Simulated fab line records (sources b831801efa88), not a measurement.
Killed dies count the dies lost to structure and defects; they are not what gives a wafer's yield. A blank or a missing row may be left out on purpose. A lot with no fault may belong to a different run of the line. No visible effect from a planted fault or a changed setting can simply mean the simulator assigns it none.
Comparing a struck lot with a sound one + flow sfqLine + 41 out of 325 route steps
Sound: wafers L577.1, L577.2, L577.6. Wafers struck: L583.1, L583.2, L583.4. At the end, the cause is stated.
At each step with rows: each side's tool, then ch and its chambers, then its first start. Under that, the readings that differ: sound wafers + struck wafers + difference of the means + sigmas: that difference in standard deviations of wafers without a fault.
alike: words and numbers the same on both sides, and readings whose means are apart by under 2 such deviations; not compared: readings that were withheld, readings missing a value for some wafer, numbers with overlapping values and no deviation given by the record, and bounds like >300 which may hide the same value.
A row with sigmas, a row that says differs or no value, or rows on one side alone: a step with any of these is where the two part. Numbers that have no deviation but don't overlap get no sigmas and don't part them. Lack of a reading on every wafer of one side parts them only where that side has two or more wafers.

SFQ_L0V_OVL_MEAS_903:
  sound: overlay-02 at day 7 11:46; struck: overlay-02 at day 9 23:07
  alike: L0V_OVL
SFQ_TRILAYER_L0_VIA_BARC_OPEN_VIA_ETCH_021: etches BARC in O2, target depth 125 nm, time 41.7 s.
  sound on rieDiel-02 ch 1,2, day 7 11:48; struck on rieDiel-03 ch 0,1,3, day 9 23:09
  alike: drypumpMotorCurrentA, oesProductAu, rfFwdPowerW
  not compared: rfHoursCounterH
then, 1 step without rows for these wafers: SFQ_TRILAYER_L0_VIA_ETCH_VIA_ETCH_016 (etches SiO2 in CHF3, stops on MoNx KI, target depth 80 nm).
SFQ_TRILAYER_L0_VIA_STRIP_STRIP_017: strips in O2.
  sound on rieMetal-03 ch 0,1, day 7 11:53; struck on rieMetal-02 ch 0,1, day 9 23:14
  alike: drypumpMotorCurrentA, oesProductAu
  not compared: rfHoursCounterH
then, 3 steps without rows for these wafers: SFQ_TRILAYER_L0_VIA_STRIP_SOLV_CLEAN_018 (cleans in NMP, time 600 s); SFQ_TRILAYER_M0_DEP_PRE_CLEAN_020 (time 15 s); SFQ_TRILAYER_M0_DEP_SPUTTER_019 (material Nb, target thk 200 nm, time 133.3 s).
SFQ_M0_RS_MEAS_904: uses a four-point probe to measure.
  sound: filmMetro-03 at day 7 12:47; struck: filmMetro-01 at day 10 00:07
| reading           | sound             | struck            | difference | sigmas |
|-------------------|-------------------|-------------------|------------|--------|
| M0_NB_RS (ohm/sq) | 0.886 0.878 0.882 | 0.896 0.901 0.906 | +0.019     | +2     |
then, 3 steps without rows for these wafers: SFQ_TRILAYER_M0_LITHO_COAT_026 (resist thk 62 nm); SFQ_TRILAYER_M0_LITHO_COAT_021 (resist thk 600 nm); SFQ_TRILAYER_M0_LITHO_SOFTBAKE_025.
-- the record jumps here: 5 days lie between the struck wafers' starts before and after --
SFQ_TRILAYER_M0_LITHO_EXPOSE_022: exposes mask M0, target cd 500 nm.
  sound on krfScanner-01 ch 0, day 11 17:04; struck on krfScanner-02 ch 0, day 14 18:23
  alike: mask
then, 2 steps without rows for these wafers: SFQ_TRILAYER_M0_LITHO_PEB_024 (peb time 60 s); SFQ_TRILAYER_M0_LITHO_DEVELOP_023 (time 60 s).
SFQ_M0_OVL_MEAS_906:
  sound: overlay-01 at day 11 18:34; struck: overlay-02 at day 14 19:53
  alike: M0_OVL
SFQ_TRILAYER_M0_BARC_OPEN_METAL_ETCH_031: etches BARC in O2, target depth 125 nm, time 41.7 s.
  sound on rieMetal-04 ch 0,1, day 11 18:36; struck on rieMetal-03 ch 0,1, day 14 19:55
| reading            | sound             | struck            | difference | sigmas |
|--------------------|-------------------|-------------------|------------|--------|
| model.M0.cdNm (nm) | 500.8 502.1 500.8 | 481.2 495.5 478.7 | -16.1      |        |
  alike: drypumpMotorCurrentA, oesProductAu, rfFwdPowerW
  not compared: rfHoursCounterH
SFQ_TRILAYER_M0_ETCH_METAL_ETCH_024: etches Nb in Cl2/Ar, stops on SiO2, target depth 240 nm, time 120 s.
  sound on rieMetal-04 ch 0,1, day 11 18:40; struck on rieMetal-03 ch 0,1, day 14 19:59
| reading             | sound             | struck            | difference | sigmas |
|---------------------|-------------------|-------------------|------------|--------|
| oesProductAu (a.u.) | 0.903 0.904 0.901 | 0.890 0.887 0.886 | -0.015     | -2     |
| model.M0.cdNm (nm)  | 501.3 503.3 501.6 | 481.7 495.5 478.5 | -16.8      |        |
  alike: drypumpMotorCurrentA, rfFwdPowerW
  not compared: rfHoursCounterH
then, 4 steps without rows for these wafers: SFQ_TRILAYER_M0_STRIP_STRIP_025 (strips in O2); SFQ_TRILAYER_M0_STRIP_SOLV_CLEAN_026 (cleans in NMP, time 600 s); SFQ_TRILAYER_I0_DEP_PECVD_027 (deposits SiO2 from SiH4/N2O, time 111.11 s, target thk 500 nm); SFQ_TRILAYER_I0_CMP_CMP_028 (polishes SiO2).
SFQ_I0_BOW_MEAS_907:
  sound: filmMetro-04 at day 12 05:46; struck: filmMetro-04 at day 14 23:59
  alike: I0_BOW
SFQ_TRILAYER_I0_METRO_MEASURE_029:
  sound: filmMetro-04 at day 12 05:53; struck: filmMetro-04 at day 15 00:06
  alike: thkNm
then, 6 steps without rows for these wafers: SFQ_TRILAYER_I0_VIA_LITHO_COAT_036 (resist thk 62 nm); SFQ_TRILAYER_I0_VIA_LITHO_COAT_031 (resist thk 650 nm); SFQ_TRILAYER_I0_VIA_LITHO_SOFTBAKE_035; SFQ_TRILAYER_I0_VIA_LITHO_EXPOSE_032 (exposes mask I0, target cd 500 nm); SFQ_TRILAYER_I0_VIA_LITHO_PEB_034 (peb time 60 s); SFQ_TRILAYER_I0_VIA_LITHO_DEVELOP_033 (time 60 s).
-- the record jumps here: 6 days lie between the struck wafers' starts before and after --
SFQ_I0_OVL_MEAS_908:
  sound: overlay-01 at day 17 17:44; struck: overlay-01 at day 20 23:11
  alike: I0_OVL
SFQ_TRILAYER_I0_VIA_BARC_OPEN_VIA_ETCH_046: etches BARC in O2, target depth 125 nm, time 41.7 s.
  sound on rieDiel-01 ch 0,2, day 17 17:46; struck on rieDiel-04 ch 1,2,3, day 20 23:14
  alike: drypumpMotorCurrentA, oesProductAu, rfFwdPowerW
  not compared: rfHoursCounterH
then, 4 steps without rows for these wafers: SFQ_TRILAYER_I0_VIA_ETCH_VIA_ETCH_034 (etches SiO2 in CHF3, stops on Nb, target depth 260 nm); SFQ_TRILAYER_I0_VIA_STRIP_STRIP_035 (strips in O2); SFQ_TRILAYER_I0_VIA_STRIP_SOLV_CLEAN_036 (cleans in NMP, time 600 s); SFQ_TRILAYER_M1_DEP_PRE_CLEAN_038 (time 22.5 s).
SFQ_TRILAYER_M1_DEP_SPUTTER_037: material Nb, target thk 200 nm, time 133.3 s.
  sound: pvdSputter-03 at day 17 18:44; struck: pvdSputter-03 at day 21 00:11
  alike: throttleValvePct
SFQ_M1_RS_MEAS_909: uses a four-point probe to measure.
  sound: filmMetro-04 at day 17 18:49; struck: filmMetro-02 at day 21 00:16
  alike: M1_NB_RS
then, 3 steps without rows for these wafers: SFQ_TRILAYER_M1_LITHO_COAT_044 (resist thk 62 nm); SFQ_TRILAYER_M1_LITHO_COAT_039 (resist thk 600 nm); SFQ_TRILAYER_M1_LITHO_SOFTBAKE_043.
-- the record jumps here: 64 days lie between the struck wafers' starts before and after --
SFQ_M8_BOW_MEAS_951:
  sound: filmMetro-04 at day 79 11:19; struck: filmMetro-03 at day 85 01:24
| reading              | sound             | struck            | difference | sigmas |
|----------------------|-------------------|-------------------|------------|--------|
| model.etest.m0.ohmUm | 1.765 1.745 1.761 | 1.855 1.823 1.888 | +0.098     |        |
  alike: M8_BOW

WHERE THEY PART
Earliest at SFQ_M0_RS_MEAS_904; latest, in this record, at SFQ_TRILAYER_M0_ETCH_METAL_ETCH_024. Later steps at which nothing parts them and some readings are alike: SFQ_I0_BOW_MEAS_907, SFQ_TRILAYER_I0_METRO_MEASURE_029, SFQ_I0_OVL_MEAS_908, SFQ_TRILAYER_I0_VIA_BARC_OPEN_VIA_ETCH_046, SFQ_TRILAYER_M1_DEP_SPUTTER_037, SFQ_M1_RS_MEAS_909, SFQ_M8_BOW_MEAS_951.

WHY: the cause the simulator had injected
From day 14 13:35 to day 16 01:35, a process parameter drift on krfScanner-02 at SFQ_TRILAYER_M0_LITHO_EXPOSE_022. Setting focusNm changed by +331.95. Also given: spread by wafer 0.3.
